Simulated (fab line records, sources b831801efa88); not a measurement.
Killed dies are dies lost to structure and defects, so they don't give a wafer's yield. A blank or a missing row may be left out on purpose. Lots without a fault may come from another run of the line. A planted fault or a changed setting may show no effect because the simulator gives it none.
Chamber matching | flow sky130 | SKY_VIA1_ETCH_14 on rie_diel-04: 4 sister chambers
The step etches BARC in N2/H2, stops on SiO2, time 45.9 s, target depth 60 nm. 16 wafers are shown with their chamber, then 8 later ones without.

WAFERS WITH THEIR CHAMBER
wafer  | chamber | drypump_motor_current_A (A) | oes_product_au (a.u.) | throttle_valve_pct (%)
L079.1 | 1       | 5.6                         | 0.856                 | 13.230
L079.4 | 2       | 5.6                         | 0.864                 | 13.227
L079.6 | 3       | 5.4                         | 0.862                 | 13.211
L081.2 | 3       | 5.3                         | 0.864                 | 13.228
L081.3 | 0       | 5.5                         | 0.850                 | 13.224
L081.5 | 3       | 5.4                         | 0.849                 | 13.227
L084.4 | 3       | 5.3                         | 0.860                 | 13.231
L084.5 | 0       | 5.5                         | 0.852                 | 13.219
L084.6 | 1       | 5.6                         | 0.850                 | 13.217
L083.2 | 3       | 5.4                         | 0.860                 | 13.235
L083.5 | 3       | 5.4                         | 0.857                 | 13.229
L083.6 | 2       | 5.6                         | 0.851                 | 13.233
L085.1 | 0       | 5.5                         | 0.858                 | 13.238
L085.5 | 1       | 5.6                         | 0.852                 | 13.222
L085.6 | 2       | 5.6                         | 0.848                 | 13.228
L087.2 | 2       | 5.6                         | 0.856                 | 13.212

SIGNATURES (means of the wafers above)
reading                 | chamber 0 | chamber 1 | chamber 2 | chamber 3 | scatter within a chamber
drypump_motor_current_A | 5.500     | 5.600     | 5.600     | 5.367     | 0.0333
oes_product_au          | 0.85333   | 0.85267   | 0.85475   | 0.85867   | 0.00532
throttle_valve_pct      | 13.22700  | 13.22300  | 13.22500  | 13.22683  | 0.0085
Rule: a wafer's distance from a chamber is the root of the sum, over the readings, of the square of ((its reading less the chamber's mean) divided by the reading's scatter). The wafer belongs to the nearest chamber; if the next one is less than 2 further off, it can't be placed. The scatter: the root of (the sum of the squares of (reading less its chamber's mean) over the shown wafers, divided by (wafers less chambers)).

WAFERS WITHOUT THEIR CHAMBER
wafer  | drypump_motor_current_A (A) | oes_product_au (a.u.) | throttle_valve_pct (%)
L087.3 | 5.5                         | 0.852                 | 13.226
L087.4 | 5.4                         | 0.854                 | 13.220
L093.1 | 5.6                         | 0.859                 | 13.248
L093.3 | 5.6                         | 0.850                 | 13.214
L093.5 | 5.5                         | 0.843                 | 13.233
L097.1 | 5.5                         | 0.851                 | 13.230
L097.3 | 5.6                         | 0.858                 | 13.219
L097.4 | 5.4                         | 0.852                 | 13.218

WHICH CHAMBER EACH WENT THROUGH
wafer  | from the rows above          | in truth
L087.3 | 0                            | 0
L087.4 | can't be placed: 3 or 0      | 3
L093.1 | can't be placed: 2 or 1 or 0 | 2
L093.3 | can't be placed: 1 or 2      | 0
L093.5 | can't be placed: 0 or 1 or 2 | 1
L097.1 | 0                            | 0
L097.3 | can't be placed: 2 or 1      | 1
L097.4 | can't be placed: 3 or 0      | 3
Placed correctly: 2 of 8. Can't be placed from these rows: 6 (the true chamber is among the candidates in 5). Placed wrongly: 0.
